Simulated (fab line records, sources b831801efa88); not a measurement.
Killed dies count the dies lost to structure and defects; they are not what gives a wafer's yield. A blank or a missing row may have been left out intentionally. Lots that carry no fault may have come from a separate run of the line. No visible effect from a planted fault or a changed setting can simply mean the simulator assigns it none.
Struck lot and sound lot, side by side ; flow gf180mcu ; 14 out of 602 route steps
Sound: the wafers L470.1, L470.2, L470.6. Wafers struck: L473.1, L473.2, L473.6. At the end, the cause is stated.
Order at every step that has rows: each side's tool, ch and its chambers, its first start. Under that, the readings that differ: sound wafers ; struck wafers ; difference of the means ; sigmas: that difference in standard deviations of wafers without a fault.
alike: words and numbers the same on both sides, and readings whose means are apart by under 2 such deviations; not compared: readings that were withheld, readings missing a value for some wafer, numbers with overlapping values and no deviation given by the record, and bounds like >300 which may hide the same value.
A row with sigmas, a row that says differs or no value, or rows on one side alone: a step with any of these is where the two part. Numbers that have no deviation but don't overlap get no sigmas and don't part them. Lack of a reading on every wafer of one side parts them only where that side has two or more wafers.

first, 3 steps without rows for these wafers: GF_LVPWELL_EXPOSE_04 (exposes mask LVPWELL, target cd 600 nm); GF_LVPWELL_PEB_05; GF_LVPWELL_DEVELOP_06 (develop time 60 s).
GF_LVPWELL_OVL_MEAS_07:
  sound on overlay-01, day 4 05:31; struck on overlay-02, day 4 20:55
  alike: LVPWELL_OVL
then, 2 steps without rows for these wafers: GF_LVPWELL_IMPLANT_08; GF_LVPWELL_IMPLANT_09.
GF_LVPWELL_STRIP_10: strips in O2/N2.
  sound on plasma_asher-03 ch 0,1, day 4 05:52; struck on plasma_asher-03 ch 0,1, day 4 21:16
  alike: drypump_motor_current_A, heater_power_w, o2_flow_sccm, oes_product_au, strip_time_to_endpoint_s
  not compared: rf_hours_counter_h
GF_LVPWELL_TW_MEAS_11:
  sound on film_metro-04, day 4 05:58; struck on film_metro-04, day 4 21:22
  alike: LVPWELL_TW
then, 4 steps without rows for these wafers: GF_MVSD_DEHYDRATE_00 (time 60 s); GF_MVSD_HMDS_01 (prime time 60 s); GF_MVSD_COAT_02 (resist thk 3000 nm); GF_MVSD_SOFTBAKE_03.
GF_MVSD_EXPOSE_04: exposes mask MVSD, target cd 1000 nm.
  struck on iline_stepper-01, day 5 04:41; sound on iline_stepper-01 ch 0, day 4 13:07
  no value came back on the struck wafers for exposure_dose_mJ_cm2, focus_offset_nm (nm), sigma_outer; on the sound wafers exposure_dose_mJ_cm2 reads 259.93 260.00 259.93
  alike: mask
next, for these wafers, 1 step has no rows: GF_MVSD_PEB_05.

== WHERE THEY PART ==
Only at GF_MVSD_EXPOSE_04, within this record.

WHY: the cause the simulator had injected
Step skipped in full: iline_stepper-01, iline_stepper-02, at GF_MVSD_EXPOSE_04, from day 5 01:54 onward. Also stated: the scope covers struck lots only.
